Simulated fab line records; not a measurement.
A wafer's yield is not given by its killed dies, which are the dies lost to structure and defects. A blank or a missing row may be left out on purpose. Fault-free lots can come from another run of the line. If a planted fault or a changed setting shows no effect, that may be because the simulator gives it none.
The same fault as seen by 2 desks	flow gf180mcu	only its own numbers are on each desk; what lay behind them is given at the end

== DESK OF THE TOOL OWNER: wet_bench-03 ==
The tool's own readings at GF_STI_WET_ETCH_17 (etches Si3N4 in H3PO4, target depth 45 nm, time 514 s): means of the sampled wafers that have a number, for each lot that ran on this tool. Marked OUT: a lot whose mean sits more than 4 standard deviations from the usual mean, which makes it out of limits; the brackets give that distance.
Columns: A = bath_guard_temp_C at GF_STI_WET_ETCH_17, usual 159.9 C; B = bath_heat_duty_pct at GF_STI_WET_ETCH_17, usual 26.5 %; C = temp_c at GF_STI_WET_ETCH_17, usual 160.02 C
lot	first seen here	A	B	C
L322	day 2 22:31	159.0	30.0	159.91
L324	day 3 11:34	160.4	25.1	160.05
L329	day 4 09:52	159.6	25.4	160.23
L330	day 4 16:01	160.5	24.7	159.90
L338	day 6 09:31	156.5 (-6.1) OUT	22.7	156.33 (-23) OUT
L340	day 6 21:58	155.4 (-8.2) OUT	28.6	156.23 (-24) OUT
This desk's verdict: out of limits on L338, L340, starting with L338 at day 6 09:31 (bath_guard_temp_C at GF_STI_WET_ETCH_17). L322, L324, L329, L330 stayed within limits.

== FROM THE METROLOGY DESK ==
Means of the sampled wafers that have a number, per lot and without regard to the tool the lot ran on: this is what the gauges read. Marked OUT: a lot whose mean sits more than 4 standard deviations from the usual mean, which makes it out of limits; the brackets give that distance.
Columns: A = NWELL_OVL at GF_NWELL_OVL_MEAS_07, usual 0.0 nm; B = cd_nm at GF_SAB_CD_MEAS_09, usual 420.3 nm; C = CONTACT_CVD_02_THK at GF_CONTACT_THK_MEAS_03, usual 859 nm
lot	first seen here	A	B	C
L319	day 3 13:44	0.1	420.9	857
L320	day 3 21:38	-0.6	418.8	842
L321	day 4 04:17	0.0	423.2	859
L322	day 4 07:15	0.1	421.3	865
L323	day 4 10:02	0.4	422.4	844
L324	day 4 20:08	0.5	422.9	859
L326	day 5 02:29	0.2	423.5	862
L327	day 5 08:02	0.1	419.1	858
L328	day 5 14:47	-0.4	421.5	881
L329	day 5 19:53	1.7	422.9	861
L330	day 6 04:05	1.1	421.0	860
L338	day 7 22:24	0.5	421.3	865
L340	day 8 10:54	-0.0	421.1	866
L341	day 8 14:02	-0.1	417.4	859
This desk's finding: nothing out of limits on any of the 14 lots.

== BROUGHT TOGETHER ==
The tool owner's desk could have raised an alarm at day 6 09:31, on L338, L340.
Nothing out of limits was seen by the metrology desk.
The metrology desk has L338, L340 on record, within its limits.
The lots listed all ran GF_STI_WET_ETCH_17 on wet_bench-03.

== WHAT HAD BEEN PUT IN BY THE SIMULATOR ==
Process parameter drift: wet_bench-03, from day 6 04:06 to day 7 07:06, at GF_STI_WET_ETCH_17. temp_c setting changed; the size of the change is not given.
Lots struck among those shown: L338, L340.
Delay in hours, fault start to first out-of-limits reading, by desk: the tool owner's desk at 5.
